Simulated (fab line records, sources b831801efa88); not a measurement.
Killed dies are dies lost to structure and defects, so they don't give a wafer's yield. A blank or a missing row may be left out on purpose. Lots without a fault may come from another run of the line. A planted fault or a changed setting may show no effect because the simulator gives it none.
One fault seen from 2 desks | flow sky130 | each desk has only its own numbers; what lay behind them comes last

THE TOOL OWNER'S DESK: rie_diel-01
The tool's own readings at SKY_VIA2_ETCH_15 (etches SiO2 in C4F8/O2/Ar, stops on TiN, target depth 546 nm, time 84 s): means of the sampled wafers that have a number, for each lot that ran on this tool. A lot is out of limits, marked OUT, if its mean lies more than 4 standard deviations from the usual mean; the brackets give that distance.
Columns: A = oes_product_au at SKY_VIA2_ETCH_15, usual 0.939 a.u.
lot  | first seen here | A
L270 | day 36 04:06    | 0.938
L274 | day 37 04:14    | 0.938
L275 | day 37 07:09    | 0.941
L278 | day 38 17:33    | 0.937
L279 | day 39 00:14    | 0.938
L286 | day 41 06:50    | 0.940
L287 | day 41 10:03    | 0.943
L288 | day 41 14:21    | 0.940
This desk's finding: nothing out of limits on any of the 8 lots.

THE METROLOGY DESK
What the gauges read, lot by lot, whatever tool the lot ran on: means of the sampled wafers that have a number. A lot is out of limits, marked OUT, if its mean lies more than 4 standard deviations from the usual mean; the brackets give that distance.
Columns: A = METAL5_ALCU_THK at SKY_METAL5_THK_MEAS_06, usual 1165 nm; B = PASSIVATION_CVD_02_THK at SKY_PASSIVATION_THK_MEAS_03, usual 545 nm
lot  | first seen here | A    | B
L270 | day 42 20:17    | 1141 | 550
L274 | day 43 18:02    | 1161 | 537
L275 | day 44 04:11    | 1160 | 534
L276 | day 44 11:10    | 1157 | 537
L277 | day 44 21:52    | 1173 | 551
L278 | day 45 00:56    | 1159 | 557
L279 | day 45 05:17    | 1176 | 539
L280 | day 45 17:16    | 1208 | 542
L286 | day 47 02:10    | 1173 | 543
L287 | day 47 06:10    | 1145 | 550
L288 | day 47 10:22    | 1167 | 540
L291 | day 48 07:03    | 1150 | 549
L293 | day 48 20:15    | 1176 | 545
This desk's finding: nothing out of limits on any of the 13 lots.

PUT TOGETHER
The tool owner's desk saw nothing out of limits.
The metrology desk saw nothing out of limits.

WHAT THE SIMULATOR HAD PUT IN
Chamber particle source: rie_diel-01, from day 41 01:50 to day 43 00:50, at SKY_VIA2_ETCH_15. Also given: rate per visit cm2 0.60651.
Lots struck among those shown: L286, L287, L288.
